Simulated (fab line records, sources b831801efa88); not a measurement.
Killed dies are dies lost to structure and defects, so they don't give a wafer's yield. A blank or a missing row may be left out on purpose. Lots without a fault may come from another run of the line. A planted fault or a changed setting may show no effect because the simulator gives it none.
Which tool did it? | flow sky130 | 12 lots, 36 wafers sampled, at 1 step of a route of 708

WHAT THE GAUGES READ, wafer by wafer
SKY_GATE_OXIDE_OVL_MEAS_10.
lot  | measured     | on         | GATE_OXIDE_OVL (nm)
L161 | day 14 03:19 | overlay-02 | 0.6 -2.3 -1.7
L162 | day 14 17:17 | overlay-02 | 0.9 1.0 2.2
L163 | day 15 00:44 | overlay-02 | -2.7 -0.6 -1.5
L165 | day 15 06:55 | overlay-02 | 1.7 2.9 2.7
L166 | day 16 01:05 | overlay-01 | 1.7 -0.5 0.2
L167 | day 16 01:23 | overlay-02 | -0.4 0.3 0.3
L174 | day 18 19:56 | overlay-01 | -0.4 -0.9 0.6
L176 | day 19 08:23 | overlay-02 | -1.3 -1.5 -0.8
L177 | day 19 20:20 | overlay-02 | 1.4 2.2 1.1
L179 | day 20 15:20 | overlay-01 | 1.8 -0.3 0.4
L180 | day 21 01:54 | overlay-02 | 0.7 0.2 -0.1
L182 | day 21 11:45 | overlay-02 | 0.9 -1.0 -1.2

WHICH TOOL RAN EACH LOT (tool, then ch and the chambers of the sampled wafers, then the start)
The record holds no process step before these readings.

WHAT THE TOOLS THEMSELVES READ (means of the sampled wafers that have a number; where no wafer has one, the mark that the record gives instead)
The record holds no such reading with a usual standard deviation.

THE ANSWER, worked out from the rows above alone
Rule: what is usual is taken from the lots themselves. Put in order of their means at a reading, lots are off if they are a third of the lots or fewer, leave a main group of 4 or more, and stand apart from it by a gap of 3 or more times the standard deviation of the main group's means; of several such gaps the widest counts. A main group whose means are all the same, to the digits that the tables above print for the reading, isn't used. A lot without any number at a reading at which 4 lots or more have one is off too. The other lots that the step has rows for count as sound. The gauges are gone through in route order, then the tools' own readings, and for those a lot's mean is taken as printed above. The first step at which some lot is off is used, and at that step the reading that is off furthest; a lot without a number counts as furthest.
No lot is off at any reading shown: from this, nothing can be told.

WHAT THE SIMULATOR HAD PUT IN
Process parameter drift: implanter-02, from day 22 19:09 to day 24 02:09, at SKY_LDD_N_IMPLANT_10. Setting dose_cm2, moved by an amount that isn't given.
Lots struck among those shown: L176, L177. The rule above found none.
